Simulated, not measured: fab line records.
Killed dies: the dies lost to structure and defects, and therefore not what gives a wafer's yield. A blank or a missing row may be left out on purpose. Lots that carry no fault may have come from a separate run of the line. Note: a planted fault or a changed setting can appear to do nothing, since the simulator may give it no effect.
Chamber matching :: flow sky130 :: SKY_VIA3_CMP_24 on cmp-01 has 4 sister chambers
The step polishes, stops on SiO2, t overpolish 20 s, target thk 0 nm. 4 wafers are shown with their chamber, then 12 later ones without.

## EACH WAFER AND ITS CHAMBER
wafer: L084.4
chamber: 3
motor-current-A (A): 8.5

wafer: L088.1
chamber: 0
motor-current-A (A): 11.3

wafer: L089.5
chamber: 2
motor-current-A (A): 9.7

wafer: L089.6
chamber: 1
motor-current-A (A): 9.1

## WAFERS MISSING THEIR CHAMBER
wafer: L090.2
motor-current-A (A): 9.7

wafer: L090.3
motor-current-A (A): 11.7

wafer: L090.4
motor-current-A (A): 10.0

wafer: L094.1
motor-current-A (A): 9.5

wafer: L094.2
motor-current-A (A): 11.5

wafer: L094.6
motor-current-A (A): 8.7

wafer: L095.1
motor-current-A (A): 9.4

wafer: L095.2
motor-current-A (A): 9.0

wafer: L095.4
motor-current-A (A): 11.0

wafer: L097.1
motor-current-A (A): 8.7

wafer: L097.5
motor-current-A (A): 9.6

wafer: L097.6
motor-current-A (A): 11.7

## WHICH CHAMBER EACH WENT THROUGH
wafer: L090.2
from the rows above: 2
in truth: 2

wafer: L090.3
from the rows above: 0
in truth: 0

wafer: L090.4
from the rows above: 2
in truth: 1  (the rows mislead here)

wafer: L094.1
from the rows above: can't be placed: 2 or 1
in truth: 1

wafer: L094.2
from the rows above: 0
in truth: 0

wafer: L094.6
from the rows above: can't be placed: 3 or 1
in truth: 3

wafer: L095.1
from the rows above: can't be placed: 2 or 1
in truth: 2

wafer: L095.2
from the rows above: can't be placed: 1 or 3
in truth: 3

wafer: L095.4
from the rows above: 0
in truth: 0

wafer: L097.1
from the rows above: can't be placed: 3 or 1
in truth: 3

wafer: L097.5
from the rows above: can't be placed: 2 or 1
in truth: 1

wafer: L097.6
from the rows above: 0
in truth: 0
Correctly placed: 5 of 12. Unplaceable from these rows: 6, with the true chamber sitting among the candidates in 6. 1 placed wrongly.
How it was worked out, from the rows above alone: a wafer's distance from a chamber is the root of the sum, over the readings, of the square of ((its reading less the chamber's mean) divided by the reading's scatter). The wafer belongs to the nearest chamber; if the next one is less than 2 further off, it can't be placed. Each chamber's mean is taken over the wafers shown for it. The scatter: root of mean squared gap, hidden wafer to nearest shown wafer, with one shown wafer a chamber.
